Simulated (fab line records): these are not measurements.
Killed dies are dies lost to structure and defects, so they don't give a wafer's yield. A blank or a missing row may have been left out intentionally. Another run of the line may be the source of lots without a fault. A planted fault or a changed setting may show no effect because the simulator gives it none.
One fault seen from 2 desks	flow gf180mcu	each desk has only its own numbers; what lay behind them comes last

## THE TOOL OWNER'S DESK: pvd sputter-02
The tool's own readings at GF_CONTACT_SPUTTER_23 (material TiN, target thk 10 nm, time 40 s): means of the sampled wafers that have a number, for each lot that ran on this tool. A lot is out of limits, marked OUT, if its mean lies more than 4 standard deviations from the usual mean; the brackets give that distance.
Columns: A = throttle valve pct at GF_CONTACT_SPUTTER_23, usual 29.4 %
lot	first seen here	A
L325	day 16 15:11	28.9
L326	day 17 09:23	28.9
L328	day 17 19:27	28.8
L329	day 18 07:57	29.6
L330	day 18 19:18	29.1
L331	day 19 00:36	29.3
L339	day 21 21:14	28.8
L341	day 22 12:58	28.8
L343	day 23 08:50	28.8
L345	day 23 23:50	28.4
This desk's finding: nothing out of limits on any of the 10 lots.

## FROM THE METROLOGY DESK
Means of the sampled wafers that have a number, per lot and without regard to the tool the lot ran on: this is what the gauges read. A lot is out of limits, marked OUT, if its mean lies more than 4 standard deviations from the usual mean; the brackets give that distance.
Columns: A = MIM_ALCU_RS at GF_MIM_RS_MEAS_10, usual 0.1596 ohm/sq; B = V5_CVD_02_THK at GF_V5_THK_MEAS_03, usual 1450 nm; C = TOP_METAL_OVL at GF_TOP_METAL_OVL_MEAS_15, usual 0.2 nm
lot	first seen here	A	B	C
L323	day 24 10:43	0.1594	1446	1.1
L325	day 24 23:55	0.1623	1425	-0.6
L326	day 25 15:29	0.1612	1454	-1.0
L327	day 25 21:12	0.1593	1444	1.0
L328	day 26 00:17	0.1591	1436	1.4
L329	day 26 14:46	0.1578	1446	-0.4
L330	day 26 23:43	0.1591	1451	1.7
L331	day 27 02:26	0.1578	1461	0.5
L339	day 29 12:16	0.1586	1429	-0.1
L340	day 29 16:11	0.1592	1434	0.2
L341	day 29 23:46	0.1589	1445	1.1
L343	day 30 16:20	0.1589	1453	0.1
L345	day 31 06:32	0.1575	1444	0.9
L346	day 31 13:20	0.1602	1467	-0.5
This desk's finding: nothing out of limits on any of the 14 lots.

## BROUGHT TOGETHER
Nothing out of limits was seen by the tool owner's desk.
Metrology desk: nothing out of limits seen.

## WHAT HAD BEEN PUT IN BY THE SIMULATOR
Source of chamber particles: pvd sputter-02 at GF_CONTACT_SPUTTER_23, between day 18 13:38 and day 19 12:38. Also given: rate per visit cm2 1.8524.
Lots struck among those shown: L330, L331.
